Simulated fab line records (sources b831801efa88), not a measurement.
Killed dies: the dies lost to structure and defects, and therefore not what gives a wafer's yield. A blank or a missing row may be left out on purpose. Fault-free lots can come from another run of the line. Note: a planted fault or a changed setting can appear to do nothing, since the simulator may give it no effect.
Struck lot and sound lot, side by side :: flow sky130 :: 14 out of 708 route steps
Sound: these wafers, L325.3, L325.4, L325.5. Struck: wafers L314.2, L314.3 (left out: L314.4, a lot-mate that was not struck); the cause follows at the end.
At each step with rows: each side's tool, then ch and its chambers, then its first start. Under that, the readings that differ: sound wafers :: struck wafers :: difference of the means :: sigmas: that difference in standard deviations of wafers without a fault.
alike: a reading whose means differ by less than 2 such deviations, as well as words and numbers matching on both sides. not compared: withheld readings; readings where some wafer has no value; bounds like >300 that might hide an equal value; numbers whose values overlap and for which the record gives no deviation.
Wherever a step has rows on one side only, a row that says differs or no value, or a row with sigmas, the two part there. When numbers do not overlap yet have no deviation, they are printed without sigmas and do not part them. Lack of a reading on every wafer of one side parts them only where that side has two or more wafers.

SKY_CAP2M_SPUTTER_02: material TiN, target thk 200 nm, time 166.7 s.
  sound: pvd_sputter-04 at day 44 22:01; struck: pvd_sputter-03 at day 41 20:05
reading: throttle_valve_pct (%)
sound: 27.5 29.5 27.4
struck: 30.0 31.4
difference: +2.6
sigmas: +2
  alike: chamber_pressure_pa
SKY_CAP2M_RS_MEAS_03: measurement is done with a four-point probe.
  sound: film_metro-04 at day 44 22:10; struck: film_metro-02 at day 41 20:13
  alike: CAP2M_TIN_RS
SKY_CAP2M_THK_MEAS_04: measures by xrf.
  sound: film_metro-04 at day 44 22:16; struck: film_metro-02 at day 41 20:19
  alike: CAP2M_TIN_THK
then, 7 steps without rows for these wafers: SKY_CAP2M_DEHYDRATE_05 (time 60 s); SKY_CAP2M_HMDS_06 (prime time 60 s); SKY_CAP2M_COAT_07 (resist thk 1140 nm); SKY_CAP2M_SOFTBAKE_08 (time 60 s); SKY_CAP2M_EXPOSE_09 (exposes mask CAP2M, target cd 1000 nm); SKY_CAP2M_PEB_10; SKY_CAP2M_DEVELOP_11 (develop time 60 s).
SKY_CAP2M_OVL_MEAS_12:
  sound: overlay-02 at day 45 18:41; struck: overlay-01 at day 42 18:25
  alike: CAP2M_OVL
SKY_CAP2M_METAL_ETCH_13: etches TiN in Cl2/BCl3, stops on SiO2, target depth 220 nm, time 62.9 s.
  sound on rie_metal-03 ch 0,1, day 45 18:44; struck on rie_metal-03 ch 0, day 42 18:27
  alike: drypump_motor_current_A, oes_product_au, throttle_valve_pct
  not compared: rf_hours_counter_h
SKY_CAP2M_STRIP_14: strips in O2/N2.
  sound on plasma_asher-01 ch 0,1, day 45 18:49; struck on plasma_asher-03 ch 0, day 42 18:32
reading: o2_flow_sccm (sccm)
sound: 3008 3008 2992
struck: 3600 3591
difference: +593
sigmas: +68

reading: strip_time_to_endpoint_s (s)
sound: 12.66 12.67 12.68
struck: 12.54 12.53
difference: -0.13
sigmas: -3
  alike: drypump_motor_current_A, oes_product_au
  not compared: rf_hours_counter_h
then, 1 step without rows for these wafers: SKY_CAP2M_STRIP_15 (strips in post etch residue remover, time 1200 s).

WHERE THEY PART
Earliest at SKY_CAP2M_SPUTTER_02; latest, in this record, at SKY_CAP2M_STRIP_14.

WHY: the cause the simulator had injected
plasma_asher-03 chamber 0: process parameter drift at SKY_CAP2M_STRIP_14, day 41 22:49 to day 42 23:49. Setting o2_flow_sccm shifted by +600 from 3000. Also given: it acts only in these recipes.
